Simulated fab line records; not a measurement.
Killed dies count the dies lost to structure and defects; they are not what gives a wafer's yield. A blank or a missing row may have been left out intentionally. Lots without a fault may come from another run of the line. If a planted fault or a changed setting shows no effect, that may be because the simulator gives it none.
A lot that was struck, set against a sound lot / flow sky130 / 20 steps out of a route of 708
Sound: these wafers, L480.1, L480.3, L480.6. The struck wafers were L497.1, L497.3, L497.5. The cause is given at the end.
Each step with rows lists, per side, the tool, then ch with its chambers, then its first start. Under that, the readings that differ: sound wafers / struck wafers / difference of the means / sigmas: that difference in standard deviations of wafers without a fault.
alike: same words and numbers on both sides, and readings whose means sit less than 2 such deviations apart. not compared: any withheld reading, any reading some wafer has no value for, any bound like >300 that may hide the same value, and any number with overlapping values for which the record gives no deviation.
Wherever a step has rows on one side only, a row that says differs or no value, or a row with sigmas, the two part there. Numbers that have no deviation but don't overlap get no sigmas and don't part them. A reading missing from all wafers of one side parts the sides only when that side holds two or more wafers.

SKY_SONOS_TUNNEL_TW_MEAS_12:
  sound: film metro-04 at day 11 10:40; struck: film metro-01 at day 17 06:13
  alike: SONOS_TUNNEL_TW
then, 2 steps without rows for these wafers: SKY_SONOS_TUNNEL_CLEAN_13 (cleans in dHF, time 20 s); SKY_SONOS_ONO_OXIDATION_00 (stabilise 600 s, purge 300 s, target thk 2.6 nm).
SKY_SONOS_ONO_THK_MEAS_01:
  sound: film metro-04 at day 11 14:29; struck: film metro-02 at day 17 11:22
  alike: SONOS_ONO_OXIDATION_THK
then, 1 step without rows for these wafers: SKY_SONOS_ONO_CVD_02 (deposits Si3N4 from DCS/NH3, target thk 10.5 nm, time 180 s).
SKY_SONOS_ONO_THK_MEAS_03:
  sound: film metro-01 at day 11 15:35; struck: film metro-02 at day 17 14:25
  alike: SONOS_ONO_CVD_02_THK
then, 1 step without rows for these wafers: SKY_SONOS_ONO_CVD_04 (deposits SiO2 from SiH4/N2O, target thk 5.7199 nm).
SKY_SONOS_ONO_THK_MEAS_05:
  sound: film metro-02 at day 11 16:54; struck: film metro-04 at day 17 15:43
  alike: SONOS_ONO_CVD_04_THK
then, 4 steps without rows for these wafers: SKY_SONOS_ONO_DEHYDRATE_06 (time 60 s); SKY_SONOS_ONO_HMDS_07 (prime time 60 s); SKY_SONOS_ONO_COAT_08 (resist thk 1140 nm); SKY_SONOS_ONO_SOFTBAKE_09 (time 60 s).
SKY_SONOS_ONO_EXPOSE_10: exposes mask ONOM, target cd 410 nm.
  sound on iline stepper-02 ch 0, day 12 04:40; struck on iline stepper-02 ch 0, day 18 06:16
reading=exposure dose mJ cm2; sound=150.20 150.10 150.05; struck=145.16 145.08 145.07; difference=-5.01; sigmas=-29
  alike: mask, reticle temp C
then, 2 steps without rows for these wafers: SKY_SONOS_ONO_PEB_11; SKY_SONOS_ONO_DEVELOP_12 (develop time 60 s).
SKY_SONOS_ONO_CD_MEAS_13: the cd target is 410 nm.
  sound: cd sem-01 at day 12 16:44; struck: cd sem-01 at day 18 21:17
reading=cd nm (nm); sound=410.0 407.7 407.3; struck=374.1 345.6 317.6; difference=-62.6; sigmas=-26
SKY_SONOS_ONO_OVL_MEAS_14:
  sound: overlay-01 at day 12 16:51; struck: overlay-01 at day 18 21:25
  alike: SONOS_ONO_OVL
SKY_SONOS_ONO_ETCH_15: etches the open film in CHF3/O2, target depth 19.52 nm, time 7.8 s.
  sound on rie diel-04 ch 0,1,2, day 12 16:53; struck on rie diel-01 ch 0,1, day 18 21:27
reading=model.SONOS_ONO.cd nm (nm); sound=409.6 407.9 407.2; struck=374 345.9 317.8; difference=-62; sigmas=
  alike: drypump motor current A, oes product au, throttle valve pct
  not compared: rf hours counter h
then, 1 step without rows for these wafers: SKY_SONOS_ONO_WET_ETCH_16 (etches SiO2 in dHF, target depth 14 nm, time 280 s).
-- the record jumps here: 31 days lie between the struck wafers' starts before and after (it left off in module SONOS_ONO and takes up again in module PAD_OPEN, whose first step shown is number 708 of the route) --
SKY_PAD_OPEN_PROBE_99:
  sound: prober-02 at day 45 21:59; struck: prober-01 at day 50 05:18
reading=killed at front end; sound=16 11 17; struck=13 132 404; difference=+168; sigmas=+42
reading=killed dies; sound=70 93 91; struck=73 204 469; difference=+164; sigmas=+17
reading=killed on rim; sound=19 17 19; struck=11 15 84; difference=+18; sigmas=+5
  alike: killed_at_M0_to_M3, killed_at_M4_up, killed at contacts, killed at other, killed open, killed short

== WHERE THEY PART ==
Earliest at SKY_SONOS_ONO_EXPOSE_10; latest, in this record, at SKY_PAD_OPEN_PROBE_99.

WHY: whatever the simulator had introduced
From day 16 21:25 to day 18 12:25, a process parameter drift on iline stepper-02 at SKY_SONOS_ONO_EXPOSE_10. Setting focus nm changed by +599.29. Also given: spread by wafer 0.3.
